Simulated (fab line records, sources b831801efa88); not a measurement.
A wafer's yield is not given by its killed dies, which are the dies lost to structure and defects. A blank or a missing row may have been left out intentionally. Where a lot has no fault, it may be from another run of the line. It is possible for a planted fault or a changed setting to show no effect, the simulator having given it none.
Code-filled problem report in 8D (eight disciplines) form / flow gf180mcu / the parts of the form that need people (team, actions taken, sign-off) are left out

1. THE PROBLEM
run length s at GF_STI_ETCH_14 reads a mean of 144.1 s on 6 wafers of 2 lots; wafers without a fault read 131.2 s with a standard deviation of 0.44. Relative to the usual mean, that is a shift of +29 standard deviations.
The step: etches Si in HBr/Cl2/O2, target depth 360 nm, time 102.9 s.
Seen first at day 2 19:37 on rie si-02, wafer L939.1. At this step, 42 wafers from 14 lots have a number in the record. By rule, "out" or "out of limits" means more than 4 standard deviations away from the usual mean. Any other wafer with a number is counted as sound.

2. WHAT IT IS AND WHAT IT IS NOT
question=which readings at this step | is=run length s | is not=drypump motor current A, oes product au, throttle valve pct
question=which lots | is=L939, L941 | is not=L936, L942, L948, L949, L950, L951, L952, L953, L954, L955, L958, L959
question=which wafers of those lots | is=all that have a number | is not=-
question=read on which tools | is=rie si-02 | is not=rie si-01
question=when | is=from day 2 19:37 | is not=up to then (3 sound wafers); but 33 sound wafers of L942, L948, L949, L950, L951, L952, L953, L954, L955, L958, L959 came after

3. WHAT RULES OUT EACH SUSPECT
Counting: a tool at a process step up to the reading stays a suspect if it ran every lot that is out and no sound lot after the first of them.
- rie si-02 at GF_STI_ETCH_14 (etches Si in HBr/Cl2/O2, target depth 360 nm, time 102.9 s): ruled out as a lasting fault. The sound lots L954, L955 went through it after L939, its earliest lot that is out (day 2 19:37).
Left after counting: nothing in the record.

4. THE CAUSE (what the simulator had put in)
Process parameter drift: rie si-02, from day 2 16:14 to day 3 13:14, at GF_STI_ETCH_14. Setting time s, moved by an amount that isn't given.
Counting ruled it out, wrongly.

5. THE EFFECT CHAIN, in route order
Each row: a reading where the mean over the struck wafers with a number is more than 3 standard deviations away from the usual. Readings are gone through only where the record gives a usual standard deviation; hours: the median, over the lots, of the time from a lot's start at the first step in this table giving one to that lot's start at this step; sigmas: the change measured in usual standard deviations.
hours=0; step=GF_STI_ETCH_14; reading=run length s; usual=131.2 s; on struck wafers=144.1; change=+12.9; sigmas=+29
It contains these process steps:
- GF_STI_ETCH_14: etches Si in HBr/Cl2/O2, target depth 360 nm, time 102.9 s.
At these later measuring or inspecting steps, every struck wafer for which the step has a row has a number for every such reading, and none has moved that far: GF_PSD_RS_MEAS_15, GF_CONTACT_RS_MEAS_25.

6. WHAT WOULD HAVE CAUGHT IT SOONER
The fault began at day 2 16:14; the first out-of-limits reading in this record came at day 2 19:37, 3 hours later.
